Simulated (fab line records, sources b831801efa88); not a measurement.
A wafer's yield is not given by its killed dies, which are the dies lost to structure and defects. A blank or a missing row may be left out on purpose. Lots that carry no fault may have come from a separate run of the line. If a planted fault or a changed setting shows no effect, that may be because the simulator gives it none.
Which tool did it? | flow gf180mcu | Sampling: 13 lots, 39 wafers, 5 of 602 route steps

## WHAT THE GAUGES SHOWED, per wafer
GF_V3_OVL_MEAS_15. Usual: V3_OVL gives 0 nm (standard deviation 5.5).
lot  | measured     | on         | V3_OVL (nm) | flag
L571 | day 22 09:38 | overlay-01 | 1 -1 -2     |
L573 | day 23 15:13 | overlay-01 | 6 -5 3      |
L574 | day 23 18:23 | overlay-02 | -5 -1 -7    |
L575 | day 24 04:59 | overlay-01 | 0 -1 -5     |
L576 | day 24 12:38 | overlay-01 | 7 3 9       |
L578 | day 25 02:23 | overlay-01 | -9 -8 -2    |
L579 | day 25 05:08 | overlay-01 | -11 -10 -2  |
L582 | day 26 04:36 | overlay-02 | -2 4 -1     |
L583 | day 26 18:16 | overlay-01 | -12 5 0     |
L588 | day 28 08:34 | overlay-02 | 3 7 6       |
L589 | day 28 18:17 | overlay-02 | 5 1 8       |
L590 | day 29 04:11 | overlay-02 | 4 2 3       |
L594 | day 30 05:17 | overlay-01 | -4 2 -2     |

GF_V4_THK_MEAS_01. Usual: V4_CVD_00_THK gives 604 nm (standard deviation 7.1).
lot  | measured     | on            | V4_CVD_00_THK (nm) | flag
L571 | day 23 11:47 | film-metro-02 | 602 602 601        |
L573 | day 24 16:18 | film-metro-01 | 609 590 613        |
L574 | day 24 19:01 | film-metro-01 | 606 603 610        |
L575 | day 25 05:16 | film-metro-04 | 613 601 603        |
L576 | day 25 12:35 | film-metro-04 | 601 597 597        |
L578 | day 26 01:35 | film-metro-04 | 595 580 589        |
L579 | day 26 04:11 | film-metro-02 | 607 611 606        |
L582 | day 27 04:09 | film-metro-04 | 592 591 598        |
L583 | day 27 17:23 | film-metro-04 | 599 600 599        |
L588 | day 29 06:14 | film-metro-02 | 604 601 607        |
L589 | day 29 15:41 | film-metro-01 | 519 619 610        | OFF
L590 | day 30 01:41 | film-metro-02 | 618 602 516        | OFF
L594 | day 31 01:43 | film-metro-02 | 599 607 602        |

GF_V4_THK_MEAS_03. Usual: V4_CVD_02_THK gives 852 nm (standard deviation 12).
lot  | measured     | on            | V4_CVD_02_THK (nm) | flag
L571 | day 23 11:55 | film-metro-04 | 863 879 885        |
L573 | day 24 16:26 | film-metro-04 | 842 843 858        |
L574 | day 24 19:08 | film-metro-01 | 849 859 855        |
L575 | day 25 05:24 | film-metro-02 | 852 868 871        |
L576 | day 25 12:43 | film-metro-02 | 860 882 887        |
L578 | day 26 01:45 | film-metro-01 | 844 845 854        |
L579 | day 26 04:22 | film-metro-02 | 856 864 843        |
L582 | day 27 04:17 | film-metro-01 | 823 834 850        |
L583 | day 27 17:31 | film-metro-01 | 844 855 867        |
L588 | day 29 06:22 | film-metro-04 | 834 862 850        |
L589 | day 29 15:49 | film-metro-02 | 829 843 848        |
L590 | day 30 01:49 | film-metro-04 | 854 864 836        |
L594 | day 31 01:50 | film-metro-01 | 842 843 850        |

## EACH LOT AND THE TOOL THAT RAN IT (in order: tool; ch and the chambers of the sampled wafers; start)
lot  | GF_V4_CVD_00                     | GF_V4_CVD_02
L571 | hdpcvd-02 ch 0,2, day 23 11:40   | pecvd-01 ch 0,1,2, day 23 11:50
L573 | hdpcvd-02 ch 0,1, day 24 16:14   | pecvd-03 ch 0,1,2, day 24 16:22
L574 | hdpcvd-01 ch 0,1,2, day 24 18:57 | pecvd-03 ch 0,1,2, day 24 19:05
L575 | hdpcvd-02 ch 0,1,2, day 25 05:11 | pecvd-01 ch 0,2, day 25 05:19
L576 | hdpcvd-02 ch 1,2, day 25 12:31   | pecvd-01 ch 0,1, day 25 12:38
L578 | hdpcvd-01 ch 0,1,2, day 26 01:31 | pecvd-01 ch 0,2, day 26 01:39
L579 | hdpcvd-02 ch 1,2, day 26 04:06   | pecvd-01 ch 0,2, day 26 04:16
L582 | hdpcvd-01 ch 0,1,2, day 27 04:04 | pecvd-01 ch 0,2, day 27 04:12
L583 | hdpcvd-01 ch 0,2, day 27 17:16   | pecvd-03 ch 0,1,2, day 27 17:26
L588 | hdpcvd-01 ch 0,1,2, day 29 06:05 | pecvd-03 ch 0,1,2, day 29 06:17
L589 | hdpcvd-02 ch 0,1,2, day 29 15:36 | pecvd-03 ch 1,2, day 29 15:44
L590 | hdpcvd-02 ch 0,1,2, day 30 01:37 | pecvd-03 ch 1,2, day 30 01:44
L594 | hdpcvd-01 ch 0,1,2, day 31 01:38 | pecvd-01 ch 0,1,2, day 31 01:46
- GF_V4_CVD_00: deposits SiO2, target thk 600 nm, time 100 s.
- GF_V4_CVD_02: deposits SiO2 from TEOS, target thk 850 nm, time 94.851 s.

## AS READ BY THE TOOLS THEMSELVES (means over the sampled wafers that have a number; for cases with no such wafer, the mark the record gives instead)
GF_V4_CVD_00. Usual: sih4-flow-sccm reads 60.00 sccm (standard deviation 0.16).
lot  | tool      | sih4-flow-sccm (sccm) | flag
L571 | hdpcvd-02 | 60.08                 |
L573 | hdpcvd-02 | 60.05                 |
L574 | hdpcvd-01 | 59.90                 |
L575 | hdpcvd-02 | 59.96                 |
L576 | hdpcvd-02 | 60.12                 |
L578 | hdpcvd-01 | 60.01                 |
L579 | hdpcvd-02 | 60.10                 |
L582 | hdpcvd-01 | 59.91                 |
L583 | hdpcvd-01 | 59.88                 |
L588 | hdpcvd-01 | 60.00                 |
L589 | hdpcvd-02 | 57.02                 | OFF
L590 | hdpcvd-02 | 57.00                 | OFF
L594 | hdpcvd-01 | 59.89                 |

GF_V4_CVD_02. Usual: heater-power-w reads 616 W (standard deviation 74).
lot  | tool     | heater-power-w (W) | flag
L571 | pecvd-01 | 642                |
L573 | pecvd-03 | 619                |
L574 | pecvd-03 | 595                |
L575 | pecvd-01 | 650                |
L576 | pecvd-01 | 627                |
L578 | pecvd-01 | 656                |
L579 | pecvd-01 | 673                |
L582 | pecvd-01 | 616                |
L583 | pecvd-03 | 584                |
L588 | pecvd-03 | 537                |
L589 | pecvd-03 | 612                |
L590 | pecvd-03 | 604                |
L594 | pecvd-01 | 627                |

## THE ANSWER, worked out from the rows above alone
Rule: a lot counts as off when the mean over its wafers that have a number is more than 3 standard deviations away from the usual mean. Also off: a lot with no number at a reading for which 4 or more lots have one. Where the step has rows for the other lots, those lots are counted as sound. Order of review: gauges by route order, followed by the tools' own readings, for which a lot's mean as printed above is used. At the first step where some lot is off, the reading lying furthest off is the one used; lots without a number count as furthest.
Off: at GF_V4_THK_MEAS_01 (V4_CVD_00_THK), L589, L590.
A tool fits if, at a process step before that reading, it ran every lot that is off, and no sound lot after the first of them. The gauges at GF_V4_THK_MEAS_01 aren't tried: what is off there is off at GF_V4_CVD_00 too, on other tools, and a gauge's error can't cause that. One candidate fits, namely hdpcvd-02 at GF_V4_CVD_00. A fault onset in the window from L579 (day 26 04:06, its last sound lot) to L589 (day 29 15:36, its first lot off) fits.
The tool's own readings at GF_V4_CVD_00 bear it out: on the lots that are off they differ by more than 5 times the standard deviation of the sound lots' means. sih4-flow-sccm reads 57.01 sccm there against 59.99 sccm on the sound lots.

## WHAT THE SIMULATOR PUT IN
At GF_V4_CVD_00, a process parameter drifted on hdpcvd-02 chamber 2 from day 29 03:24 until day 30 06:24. The setting sih4-flow-sccm was moved by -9, starting from 60. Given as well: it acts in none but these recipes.
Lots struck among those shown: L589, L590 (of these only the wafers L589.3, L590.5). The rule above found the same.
